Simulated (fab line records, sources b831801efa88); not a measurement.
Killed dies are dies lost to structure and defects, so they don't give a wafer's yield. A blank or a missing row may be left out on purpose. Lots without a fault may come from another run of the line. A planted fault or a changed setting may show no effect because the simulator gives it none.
fab line records | flow sky130
record lots=13 wafers=39 last_day=50
route steps=708 shown NWELL@78 METAL5@665 PASSIVATION@681 PAD_OPEN@708
lots that met no fault: from a run of the same line without faults
start_h: hours from the record's first day to the start of the lot's first wafer shown | wait_h: hours since the lot's step before | " the same as in the row above | L1.1+2: a row that stands for several wafers | - no value, or no start given | * or withheld: withheld | < > ~ a bound
route shown NAME@n: a module of which the file shows steps, and the number in the route of the first | usual: mean/standard deviation of fault-free wafers | same: alike in all rows | chamber/n: place in a boat | sites: the reading at each site | _std_site: their standard deviation | _edge_site: outer sites' mean less inner sites' | radius_mm: how far each site lies from the wafer's centre | mask NAME#n: copy n | behind: the tool/chamber that last shaped the wafer | hold: why the lot was held/for how many hours/how that ended | device: the transistor (n, p or np) that didn't switch | end of line: the same wafers' tests at the end of the route | a step without rows: its recipe alone | killed: dies lost to structure and defects at the first sort, not the wafer's yield | map: a wafer's dies, x killed, . not, _ none there
set.NAME: the setting as run; set.NAME@STEP: as run at that earlier step | model.NAME: the simulator's own value behind a step, which no gauge read
steps of the route over a sample of lots; a table a step, a row a wafer
services: from which hour (start_h, from the record's first day; less than 0 if before it) a tool's chamber was out of use, for how many hours, and why
## steps
# step SKY_NWELL_STRIP_25
# recipe chemistry=O2/N2 power_w=1400 pressure_mtorr=1500 platen_temp_c=withheld o2_flow_sccm=3000 n2_flow_sccm=300 overash_fraction=0.5
# usual drypump_motor_current_A=5.8/0.56 oes_product_au=0.723/0.004 strip_time_to_endpoint_s=36.91/0.099
# columns lot.wafer tool chamber start_h wait_h drypump_motor_current_A oes_product_au rf_hours_counter_h strip_time_to_endpoint_s
L779.2 plasma_asher-03 1 105.21 0.1 5.9 0.722 45 36.74
L779.4 " 0 " " 4.7 0.724 - 36.84
L779.6 " 1 " " 5.9 0.714 - 36.70
L780.1 plasma_asher-02 1 111.21 0.1 5.3 0.727 47 36.95
L780.3 " 0 " " 5.6 0.722 - 36.98
L780.4 " 1 " " 5.2 0.725 - 36.90
L782.2 plasma_asher-04 1 129.84 0.1 6.5 0.727 1 36.86
L782.3 " 1 " " 6.5 0.722 - 36.91
L782.5 " 1 " " 6.5 0.721 - 36.89
L783.1 plasma_asher-04 0 134.36 0.1 6.0 0.714 2 36.99
L783.5 " 0 " " 6.1 0.724 - 36.99
L783.6 " 1 " " 6.5 0.724 - 36.93
L784.2 plasma_asher-04 1 142.49 0.1 6.5 0.723 2 36.80
L784.3 " 1 " " 6.5 0.725 - 36.65
L784.5 " 0 " " 6.0 0.722 - 36.79
L786.2 plasma_asher-03 0 152.86 0.1 4.7 0.720 50 36.88
L786.3 " 0 " " 4.7 0.714 - 36.86
L786.6 " 1 " " 5.9 0.721 - 36.89
L788.4 plasma_asher-04 0 156.32 0.1 6.0 0.718 - 36.90
L788.5 " 0 " " 6.1 0.727 - 36.95
L788.6 " 1 " " 6.5 0.719 - 36.96
L794.1 plasma_asher-03 0 191.79 0.1 4.7 0.716 54 36.92
L794.4 " 1 " " 5.9 0.720 - 37.01
L794.5 " 0 " " 4.7 0.728 - 36.97
L797.1 plasma_asher-03 0 218.44 0.1 4.7 0.721 56 36.88
L797.2 " 1 " " 5.9 0.717 56 36.75
L797.4 " 1 " " 5.9 0.721 - 36.74
L798.3 plasma_asher-04 1 222.05 0.1 6.5 0.721 - 36.77
L798.4 " 0 " " 6.0 0.724 - 36.87
L798.6 " 0 " " 6.1 0.720 - 36.89
L799.1 plasma_asher-04 0 227.29 0.1 6.0 0.722 11 36.87
L799.4 " 0 " " 6.0 0.729 - 36.94
L799.5 " 1 " " 6.5 0.725 - 36.83
L800.1 plasma_asher-02 0 236.82 0.1 5.6 0.725 60 37.05
L800.5 " 1 " " 5.2 0.730 - 36.95
L800.6 " 0 " " 5.6 0.724 - 37.12
L802.1 plasma_asher-04 0 245.44 0.1 6.0 0.722 12 37.03
L802.4 " 1 " " 6.5 0.718 - 37.05
L802.6 " 1 " " 6.5 0.722 - 37.15
# step SKY_METAL5_SPUTTER_04
# recipe material=TiN target_thk_nm=70 power_w=6500 time_s=58.3 chamber_pressure_pa=0.4
# usual chamber_pressure_pa=0.4000/0.00081 throttle_valve_pct=30.2/0.87
# columns lot.wafer tool chamber start_h wait_h chamber_pressure_pa throttle_valve_pct
L779.2 pvd_sputter-01 - 1015.83 0.0 0.4004 30.1
L779.4 " - " " 0.3993 30.7
L779.6 " - " " 0.4012 30.3
L780.1 pvd_sputter-04 - 1017.91 0.0 0.3993 28.2
L780.3 " - " " 0.3988 30.2
L780.4 " - " " 0.3994 30.9
L783.1 pvd_sputter-04 - 1038.53 0.0 0.3987 30.4
L783.5 " - " " 0.4018 31.0
L783.6 " - " " 0.3999 30.7
L782.2 pvd_sputter-04 - 1038.83 0.0 0.4003 30.7
L782.3 " - " " 0.3994 30.1
L782.5 " - " " 0.3991 30.6
L784.2 pvd_sputter-02 - 1047.67 0.0 0.3987 30.6
L784.3 " - " " 0.3991 30.2
L784.5 " - " " 0.3998 29.6
L786.2 pvd_sputter-04 - 1054.14 0.0 0.4005 28.1
L786.3 " - " " 0.3993 31.0
L786.6 " - " " 0.3996 28.1
L788.4 pvd_sputter-04 - 1065.13 0.0 0.3997 27.7
L788.5 " - " " 0.4011 28.3
L788.6 " - " " 0.4000 30.2
L794.1 pvd_sputter-02 - 1090.54 0.0 0.3993 29.8
L794.4 " - " " 0.3997 29.1
L794.5 " - " " 0.4003 30.1
L797.1 pvd_sputter-02 - 1122.55 0.0 0.4007 29.0
L797.2 " - " " 0.3988 30.3
L797.4 " - " " 0.4000 30.4
L798.3 pvd_sputter-02 - 1125.44 0.0 0.3998 30.2
L798.4 " - " " 0.4002 29.1
L798.6 " - " " 0.4027 29.3
L799.1 pvd_sputter-01 - 1125.74 0.0 0.3993 31.2
L799.4 " - " " 0.3996 30.1
L799.5 " - " " 0.4006 30.2
L800.1 pvd_sputter-04 - 1137.07 0.0 0.4010 30.2
L800.5 " - " " 0.4010 30.3
L800.6 " - " " 0.3997 28.1
L802.1 pvd_sputter-02 - 1139.60 0.0 0.3996 29.8
L802.4 " - " " 0.4003 30.2
L802.6 " - " " 0.4011 30.2
# step SKY_PASSIVATION_CVD_00
# recipe material=SiO2 target_thk_nm=90 temp_c=400 time_s=withheld rf_w=600
# usual heater_power_w=619/82
# columns lot.wafer tool chamber start_h wait_h heater_power_w
L779.2 pecvd-01 1 1038.62 0.0 559
L779.4 " 2 " " 712
L779.6 " 0 " " 492
L780.1 pecvd-04 1 1040.86 0.0 677
L780.3 " 0 " " 572
L780.4 " 2 " " 659
L783.1 pecvd-01 2 1061.16 0.0 714
L783.5 " 1 " " 556
L783.6 " 0 " " 489
L782.2 pecvd-01 0 1062.16 0.0 453
L782.3 " 1 " " 663
L782.5 " 0 " " 459
L784.2 pecvd-01 2 1069.61 0.0 727
L784.3 " 1 " " 594
L784.5 " 0 " " 519
L786.2 pecvd-04 0 1076.29 0.0 581
L786.3 " 1 " " 642
L786.6 " 0 " " 591
L788.4 pecvd-03 2 1087.17 0.0 772
L788.5 " 1 " " 744
L788.6 " 0 " " 581
L794.1 pecvd-03 2 1110.24 0.0 722
L794.4 " 2 " " 737
L794.5 " 1 " " 779
L797.1 pecvd-04 2 1141.76 0.0 573
L797.2 " 0 " " 642
L797.4 " 0 " " 637
L798.3 pecvd-03 2 1144.71 0.0 666
L798.4 " 1 " " 637
L798.6 " 2 " " 661
L799.1 pecvd-01 0 1145.24 0.0 499
L799.4 " 1 " " 568
L799.5 " 0 " " 520
L800.1 pecvd-01 2 1155.36 0.0 652
L800.5 " 1 " " 536
L800.6 " 2 " " 670
L802.1 pecvd-03 2 1157.56 0.0 632
L802.4 " 1 " " 719
L802.6 " 0 " " 551
# step SKY_PASSIVATION_THK_MEAS_01
# recipe reads=SiO2_of_PASSIVATION_CVD_00
# usual PASSIVATION_CVD_00_THK=89.7/1.4
# columns lot.wafer tool chamber start_h wait_h PASSIVATION_CVD_00_THK[nm]
L779.2 film_metro-03 - 1038.65 - 89.9
L779.4 " - " " 89.8
L779.6 " - " " 91.3
L780.1 film_metro-01 - 1040.88 - 91.3
L780.3 " - " " 92.2
L780.4 " - " " 93.7
L783.1 film_metro-01 - 1061.18 - 89.3
L783.5 " - " " 91.5
L783.6 " - " " 90.3
L782.2 film_metro-01 - 1062.19 - 89.0
L782.3 " - " " 89.8
L782.5 " - " " 90.1
L784.2 film_metro-01 - 1069.64 - 87.5
L784.3 " - " " 88.2
L784.5 " - " " 89.5
L786.2 film_metro-01 - 1076.32 - 91.2
L786.3 " - " " 91.1
L786.6 " - " " 93.0
L788.4 film_metro-01 - 1087.21 - 90.4
L788.5 " - " " 87.8
L788.6 " - " " 88.5
L794.1 film_metro-02 - 1110.26 - 88.2
L794.4 " - " " 90.4
L794.5 " - " " 89.7
L797.1 film_metro-03 - 1141.78 - 89.6
L797.2 " - " " 89.7
L797.4 " - " " 90.5
L798.3 film_metro-02 - 1144.75 - 89.3
L798.4 " - " " 89.9
L798.6 " - " " 91.5
L799.1 film_metro-03 - 1145.26 - 89.2
L799.4 " - " " 90.0
L799.5 " - " " 90.1
L800.1 film_metro-01 - 1155.38 - 89.0
L800.5 " - " " 91.5
L800.6 " - " " 90.3
L802.1 film_metro-03 - 1157.58 - 87.2
L802.4 " - " " 89.4
L802.6 " - " " 88.2
# step SKY_PAD_OPEN_PROBE_99
# usual killed_at_M0_to_M3=43/6.5 killed_at_M4_up=3.3/2 killed_at_contacts=24/5.2 killed_at_front_end=16/4.2 killed_at_other=0.3/0.6 killed_dies=87/9.3 killed_open=47/7.8 killed_short=39/6.2
# same gross_dies=492 killed_at_back_side=0
# columns lot.wafer tool chamber start_h wait_h hold killed_at_M0_to_M3 killed_at_M4_up killed_at_contacts killed_at_front_end killed_at_other killed_dies killed_open killed_short
L779.2 prober-01 - 1084.20 0.1 - 52 0 21 16 1 90 52 37
L779.4 prober-01 - 1084.30 0.2 - 41 1 21 9 0 72 37 35
L779.6 prober-01 - 1084.40 0.2 - 45 5 19 20 1 90 44 46
L780.1 prober-01 - 1085.23 0.1 - 35 3 23 19 1 81 41 40
L780.3 prober-01 - 1085.33 0.2 - 37 2 22 21 0 82 47 34
L780.4 prober-01 - 1085.38 0.2 - 44 1 22 21 0 88 45 43
L783.1 prober-02 - 1105.58 0.1 - 47 1 26 19 1 94 47 46
L783.5 prober-02 - 1105.78 0.2 - 39 1 20 16 0 76 41 35
L783.6 prober-02 - 1105.83 0.2 - 50 3 28 11 0 92 41 51
L782.2 prober-01 - 1107.14 0.1 - 47 3 23 16 0 89 49 40
L782.3 prober-01 - 1107.19 0.2 - 46 4 22 15 0 87 50 37
L782.5 prober-01 - 1107.29 0.2 - 37 6 18 16 0 77 41 36
L784.2 prober-01 - 1112.85 0.1 await_dispo/3.2h/release 45 1 26 39 0 111 44 37
L784.3 prober-01 - 1112.90 0.2 await_dispo/3.2h/release 34 4 22 53 0 113 46 32
L784.5 prober-01 - 1113.00 0.2 await_dispo/3.2h/release 46 3 24 12 0 85 56 29
L786.2 prober-02 - 1118.68 0.1 - 50 3 34 10 0 97 59 38
L786.3 prober-02 - 1118.73 0.2 - 47 4 23 6 0 80 38 42
L786.6 prober-02 - 1118.88 0.2 - 44 7 24 11 0 86 44 41
L788.4 prober-02 - 1129.07 0.2 await_dispo/2.2h/release 38 0 19 18 0 75 35 40
L788.5 prober-02 - 1129.12 0.2 await_dispo/2.2h/release 51 2 18 10 0 81 41 40
L788.6 prober-02 - 1129.17 0.2 await_dispo/2.2h/release 44 3 25 35 0 107 41 40
L794.1 prober-02 - 1150.34 0.1 - 60 4 19 14 0 97 52 45
L794.4 prober-02 - 1150.49 0.2 - 54 6 28 16 0 104 59 44
L794.5 prober-02 - 1150.54 0.2 - 53 5 27 18 0 103 62 41
L797.1 prober-01 - 1177.87 0.1 - 44 4 28 18 0 94 42 52
L797.2 prober-01 - 1177.92 0.1 - 38 2 20 16 0 76 35 41
L797.4 prober-01 - 1178.02 0.2 - 34 3 20 20 0 77 31 46
L798.3 prober-02 - 1180.50 0.2 - 44 4 18 15 0 81 33 45
L798.4 prober-02 - 1180.55 0.2 - 33 4 23 18 0 78 43 35
L798.6 prober-02 - 1180.65 0.2 - 39 7 26 10 1 83 42 41
L799.1 prober-01 - 1181.55 0.1 - 38 7 22 20 0 87 53 33
L799.4 prober-01 - 1181.70 0.2 - 39 4 23 19 0 85 39 45
L799.5 prober-01 - 1181.75 0.2 - 51 6 21 21 0 99 47 52
L800.1 prober-02 - 1190.52 0.1 - 42 2 16 13 0 73 42 31
L800.5 prober-02 - 1190.72 0.2 - 32 1 24 17 0 74 33 39
L800.6 prober-02 - 1190.77 0.2 - 43 4 17 20 2 86 46 39
L802.1 prober-02 - 1193.09 0.1 - 47 2 27 25 0 101 46 55
L802.4 prober-02 - 1193.24 0.2 - 49 5 27 19 0 100 47 53
L802.6 prober-02 - 1193.34 0.2 - 52 3 17 11 0 83 49 34
# killed by level:class
L779.2 VIA1:geometric_particle:open=12 METAL1:geometric_particle:short=10 CONTACT:geometric_particle:open=9 VIA3:geometric_particle:open=9 FIELD_ISO:geometric_particle:open=5 LI_CONTACT:geometric_particle:open=5 VIA2:geometric_particle:open=5 FIELD_ISO:geometric_particle:short=4
L779.4 CONTACT:geometric_particle:open=10 VIA1:geometric_particle:open=6 METAL2:geometric_particle:short=5 CONTACT:geometric_particle:short=5 VIA1:geometric_particle:short=5 FIELD_ISO:geometric_particle:open=4 VIA2:geometric_particle:open=4 METAL1:geometric_particle:short=4
L779.6 CONTACT:geometric_particle:open=10 VIA3:geometric_particle:open=9 FIELD_ISO:geometric_particle:short=8 VIA1:geometric_particle:open=7 METAL2:geometric_particle:short=7 VIA3:geometric_particle:short=6 METAL1:geometric_particle:short=4 POLY_GATE:geometric_particle:short=4
L780.1 CONTACT:geometric_particle:open=12 VIA1:geometric_particle:open=7 FIELD_ISO:geometric_particle:short=6 LI_CONTACT:geometric_particle:open=6 VIA1:geometric_particle:short=6 METAL2:geometric_particle:short=5 POLY_GATE:geometric_particle:open=5 METAL1:geometric_particle:short=4
L780.3 VIA2:geometric_particle:open=8 POLY_GATE:geometric_particle:open=7 CONTACT:geometric_particle:open=7 METAL2:geometric_particle:short=6 METAL1:geometric_particle:short=5 VIA1:geometric_particle:open=5 FIELD_ISO:geometric_particle:open=4 LI_CONTACT:geometric_particle:short=4
L780.4 VIA1:geometric_particle:open=13 POLY_GATE:geometric_particle:short=9 METAL2:geometric_particle:short=7 POLY_GATE:geometric_particle:open=6 CONTACT:geometric_particle:open=6 METAL1:geometric_particle:short=6 LI_CONTACT:geometric_particle:open=5 VIA3:geometric_particle:open=5
L783.1 VIA1:geometric_particle:open=14 CONTACT:geometric_particle:short=8 METAL2:geometric_particle:short=8 VIA2:geometric_particle:open=6 FIELD_ISO:geometric_particle:open=5 POLY_GATE:geometric_particle:short=5 LI_CONTACT:geometric_particle:open=5 CONTACT:geometric_particle:open=5
L783.5 VIA1:geometric_particle:open=9 CONTACT:geometric_particle:open=7 LI_CONTACT:geometric_particle:open=6 METAL2:geometric_particle:short=6 POLY_GATE:geometric_particle:open=5 VIA1:geometric_particle:short=5 FIELD_ISO:geometric_particle:open=4 CONTACT:geometric_particle:short=4
L783.6 CONTACT:geometric_particle:open=11 METAL2:geometric_particle:short=9 VIA1:geometric_particle:open=8 CONTACT:geometric_particle:short=7 LI_CONTACT:geometric_particle:short=5 LI_CONTACT:geometric_particle:open=5 VIA2:geometric_particle:short=5 METAL3:geometric_particle:short=5
L782.2 VIA1:geometric_particle:open=17 VIA2:geometric_particle:open=7 LI_CONTACT:geometric_particle:open=7 CONTACT:geometric_particle:short=7 CONTACT:geometric_particle:open=5 POLY_GATE:geometric_particle:short=4 POLY_GATE:geometric_particle:open=4 METAL1:geometric_particle:short=4
L782.3 VIA1:geometric_particle:open=12 VIA1:geometric_particle:short=10 LI_CONTACT:geometric_particle:open=8 CONTACT:geometric_particle:open=8 VIA2:geometric_particle:open=7 FIELD_ISO:geometric_particle:open=6 VIA3:geometric_particle:open=5 METAL2:geometric_particle:short=4
L782.5 VIA1:geometric_particle:open=9 VIA2:geometric_particle:open=7 CONTACT:geometric_particle:open=6 VIA3:geometric_particle:open=6 METAL4:geometric_particle:short=6 CONTACT:geometric_particle:short=5 POLY_GATE:geometric_particle:short=4 POLY_GATE:geometric_particle:open=4
L784.2 NWELL:unspecified=30 VIA1:geometric_particle:open=13 LI_CONTACT:geometric_particle:open=9 CONTACT:geometric_particle:open=7 METAL3:geometric_particle:short=6 VIA1:geometric_particle:short=5 LOCAL_INTERCONNECT:geometric_particle:short=5 METAL1:geometric_particle:short=5
L784.3 NWELL:unspecified=33 VIA1:geometric_particle:open=11 LI_CONTACT:geometric_particle:open=8 CONTACT:geometric_particle:open=8 FIELD_ISO:geometric_particle:open=7 VIA1:geometric_particle:short=5 METAL2:geometric_particle:short=5 FIELD_ISO:geometric_particle:short=4
L784.5 VIA2:geometric_particle:open=10 LI_CONTACT:geometric_particle:open=9 VIA1:geometric_particle:open=9 VIA3:geometric_particle:open=8 CONTACT:geometric_particle:open=6 CONTACT:geometric_particle:short=4 METAL1:geometric_particle:short=4 METAL2:geometric_particle:short=4
L786.2 CONTACT:geometric_particle:open=13 VIA1:geometric_particle:open=12 VIA3:geometric_particle:open=8 VIA2:geometric_particle:open=7 LOCAL_INTERCONNECT:geometric_particle:short=6 VIA2:geometric_particle:short=6 LI_CONTACT:geometric_particle:open=6 CONTACT:geometric_particle:short=5
L786.3 VIA1:geometric_particle:open=10 CONTACT:geometric_particle:open=8 METAL1:geometric_particle:short=7 VIA2:geometric_particle:open=6 CONTACT:geometric_particle:short=5 LI_CONTACT:geometric_particle:open=5 METAL2:geometric_particle:short=5 VIA3:geometric_particle:open=5
L786.6 CONTACT:geometric_particle:open=11 VIA1:geometric_particle:open=9 VIA2:geometric_particle:open=7 CONTACT:geometric_particle:short=7 METAL2:geometric_particle:short=6 POLY_GATE:geometric_particle:short=5 METAL1:geometric_particle:short=5 METAL4:geometric_particle:short=5
L788.4 VIA1:geometric_particle:open=11 LI_CONTACT:geometric_particle:open=7 FIELD_ISO:geometric_particle:short=6 CONTACT:geometric_particle:short=6 METAL2:geometric_particle:short=6 POLY_GATE:geometric_particle:short=5 FIELD_ISO:geometric_particle:open=4 METAL1:geometric_particle:short=4
L788.5 VIA1:geometric_particle:open=8 METAL2:geometric_particle:short=8 VIA2:geometric_particle:open=8 VIA3:geometric_particle:short=8 CONTACT:geometric_particle:open=7 METAL1:geometric_particle:short=6 LI_CONTACT:geometric_particle:open=5 VIA1:geometric_particle:short=4
L788.6 NWELL:unspecified=26 CONTACT:geometric_particle:open=11 VIA1:geometric_particle:open=9 METAL1:geometric_particle:short=8 METAL2:geometric_particle:short=8 LOCAL_INTERCONNECT:geometric_particle:short=6 VIA3:geometric_particle:open=5 FIELD_ISO:geometric_particle:open=4
L794.1 VIA1:geometric_particle:open=20 LOCAL_INTERCONNECT:geometric_particle:short=8 METAL2:geometric_particle:short=8 VIA3:geometric_particle:open=7 METAL1:geometric_particle:short=6 CONTACT:geometric_particle:open=5 VIA2:geometric_particle:open=5 POLY_GATE:geometric_particle:short=4
L794.4 VIA1:geometric_particle:open=14 VIA2:geometric_particle:open=10 CONTACT:geometric_particle:open=9 LI_CONTACT:geometric_particle:open=7 LOCAL_INTERCONNECT:geometric_particle:short=7 VIA3:geometric_particle:open=6 VIA1:geometric_particle:short=6 METAL4:geometric_particle:short=6
L794.5 VIA1:geometric_particle:open=11 CONTACT:geometric_particle:open=10 METAL1:geometric_particle:short=10 VIA2:geometric_particle:open=7 VIA3:geometric_particle:open=7 POLY_GATE:geometric_particle:open=6 METAL2:geometric_particle:short=6 FIELD_ISO:geometric_particle:open=5
L797.1 CONTACT:geometric_particle:open=11 VIA1:geometric_particle:open=11 VIA1:geometric_particle:short=7 METAL1:geometric_particle:short=6 LI_CONTACT:geometric_particle:open=5 METAL2:geometric_particle:short=5 LI_CONTACT:geometric_particle:short=4 CONTACT:geometric_particle:short=4
L797.2 VIA1:geometric_particle:open=11 VIA1:geometric_particle:short=7 CONTACT:geometric_particle:open=6 POLY_GATE:geometric_particle:short=5 CONTACT:geometric_particle:short=5 FIELD_ISO:geometric_particle:short=4 LI_CONTACT:geometric_particle:open=4 METAL1:geometric_particle:short=4
L797.4 VIA1:geometric_particle:short=9 CONTACT:geometric_particle:open=6 FIELD_ISO:geometric_particle:short=5 POLY_GATE:geometric_particle:short=5 LI_CONTACT:geometric_particle:open=4 LOCAL_INTERCONNECT:geometric_particle:short=4 METAL1:geometric_particle:short=4 VIA1:geometric_particle:open=4
L798.3 LI_CONTACT:geometric_particle:open=7 METAL1:geometric_particle:short=7 VIA1:geometric_particle:open=7 METAL2:geometric_particle:short=6 POLY_GATE:geometric_particle:short=5 CONTACT:geometric_particle:open=5 VIA1:geometric_particle:short=5 VIA3:geometric_particle:short=5
L798.4 CONTACT:geometric_particle:open=7 VIA2:geometric_particle:open=7 FIELD_ISO:geometric_particle:open=6 VIA1:geometric_particle:open=6 VIA3:geometric_particle:open=6 LOCAL_INTERCONNECT:geometric_particle:short=5 FIELD_ISO:geometric_particle:short=4 LI_CONTACT:geometric_particle:short=4
L798.6 VIA1:geometric_particle:open=12 CONTACT:geometric_particle:open=11 LOCAL_INTERCONNECT:geometric_particle:short=6 METAL2:geometric_particle:short=6 METAL4:geometric_particle:short=6 LI_CONTACT:geometric_particle:open=5 METAL1:geometric_particle:short=5 VIA1:geometric_particle:short=4
L799.1 VIA1:geometric_particle:open=16 CONTACT:geometric_particle:open=8 POLY_GATE:geometric_particle:open=5 METAL1:geometric_particle:short=5 CONTACT:geometric_particle:short=4 LI_CONTACT:geometric_particle:open=4 LOCAL_INTERCONNECT:geometric_particle:short=4 VIA2:geometric_particle:open=4
L799.4 CONTACT:geometric_particle:short=7 VIA1:geometric_particle:open=7 METAL2:geometric_particle:short=6 FIELD_ISO:geometric_particle:open=6 VIA2:geometric_particle:open=6 VIA3:geometric_particle:open=6 LOCAL_INTERCONNECT:geometric_particle:short=5 CONTACT:geometric_particle:open=5
L799.5 LI_CONTACT:geometric_particle:open=8 VIA1:geometric_particle:short=8 POLY_GATE:geometric_particle:open=7 VIA1:geometric_particle:open=7 METAL3:geometric_particle:short=7 FIELD_ISO:geometric_particle:open=6 METAL2:geometric_particle:short=6 METAL1:geometric_particle:short=6
L800.1 VIA1:geometric_particle:open=9 VIA2:geometric_particle:open=9 CONTACT:geometric_particle:open=8 METAL1:geometric_particle:short=5 VIA1:geometric_particle:short=5 FIELD_ISO:geometric_particle:short=4 POLY_GATE:geometric_particle:open=3 POLY_GATE:geometric_particle:short=3
L800.5 LI_CONTACT:geometric_particle:open=9 METAL1:geometric_particle:short=8 POLY_GATE:geometric_particle:short=6 CONTACT:geometric_particle:open=5 VIA2:geometric_particle:open=5 LOCAL_INTERCONNECT:geometric_particle:short=4 CONTACT:geometric_particle:short=4 METAL3:geometric_particle:short=4
L800.6 VIA1:geometric_particle:open=10 METAL1:geometric_particle:short=8 VIA3:geometric_particle:open=7 VIA2:geometric_particle:open=7 POLY_GATE:geometric_particle:open=5 POLY_GATE:geometric_particle:short=4 LI_CONTACT:geometric_particle:open=4 CONTACT:geometric_particle:short=4
L802.1 FIELD_ISO:geometric_particle:short=10 METAL1:geometric_particle:short=9 VIA3:geometric_particle:open=8 LOCAL_INTERCONNECT:geometric_particle:short=7 VIA1:geometric_particle:open=7 FIELD_ISO:geometric_particle:open=6 VIA2:geometric_particle:open=6 CONTACT:geometric_particle:open=6
L802.4 VIA1:geometric_particle:open=12 METAL1:geometric_particle:short=8 CONTACT:geometric_particle:open=7 METAL2:geometric_particle:short=7 LI_CONTACT:geometric_particle:open=6 FIELD_ISO:geometric_particle:short=5 LOCAL_INTERCONNECT:geometric_particle:short=5 CONTACT:geometric_particle:short=5
L802.6 VIA1:geometric_particle:open=13 VIA3:geometric_particle:open=9 VIA2:geometric_particle:open=8 CONTACT:geometric_particle:open=7 VIA1:geometric_particle:short=7 METAL2:geometric_particle:short=6 METAL1:geometric_particle:short=6 CONTACT:geometric_particle:short=4
## services
# columns tool chamber start_h hours kind
plasma_asher-04 - 108.75 9.0 pm
plasma_asher-04 - 203.15 1.4 repair
pecvd-01 1 292.71 5.2 repair
pecvd-01 - 318.12 5.5 pm
plasma_asher-04 - 320.73 2.9 repair
pvd_sputter-04 - 334.74 5.7 repair
plasma_asher-04 - 350.92 3.7 repair
pecvd-01 2 365.08 11.2 repair
pecvd-01 - 390.10 14.6 pm
plasma_asher-04 - 399.07 1.4 repair
pecvd-01 - 407.58 1.1 repair
pecvd-01 1 418.51 7.8 repair
plasma_asher-04 - 430.39 14.6 pm
pvd_sputter-04 - 432.82 57.5 repair
plasma_asher-04 - 460.72 1.4 repair
pvd_sputter-04 - 470.85 3.1 repair
pecvd-01 - 473.16 4.3 pm
pecvd-01 - 507.90 2.8 pm
plasma_asher-04 - 547.36 5.3 repair
plasma_asher-04 - 691.78 16.8 repair
plasma_asher-04 - 746.30 7.0 repair
plasma_asher-04 - 821.47 3.0 repair
plasma_asher-04 - 901.03 2.8 repair
plasma_asher-04 - 1126.01 2.8 pm
## key
first_sign step=SKY_PAD_OPEN_PROBE_99 reading=killed_at_front_end direction=up sigmas=6.2 usual=16 struck=42
effect step=SKY_PAD_OPEN_PROBE_99 reading=killed_dies direction=up sigmas=2.6 usual=87 struck=110
met_at SKY_NWELL_STRIP_25
struck_lots L784,L788
struck_wafers L784.2,L784.3,L788.6
tester_left_out L784,L788
not_acting_at SKY_METAL5_SPUTTER_04,SKY_PASSIVATION_CVD_00,SKY_PASSIVATION_THK_MEAS_01
onset_between 134.36 142.49
fault kind=chamber_particle_source tool=plasma_asher-04 chamber=1 onset_h=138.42 steps=SKY_NWELL_STRIP_25 rate_per_visit_cm2=1.0054 end_h=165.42
# tester_left_out: of these lots the tester's yield and bins aren't shown, on N5 and GAA mostly nor the transistor test; their killed dies are dies lost to structure and defects alone, not to doping, threshold or leakage, so they don't give the yield
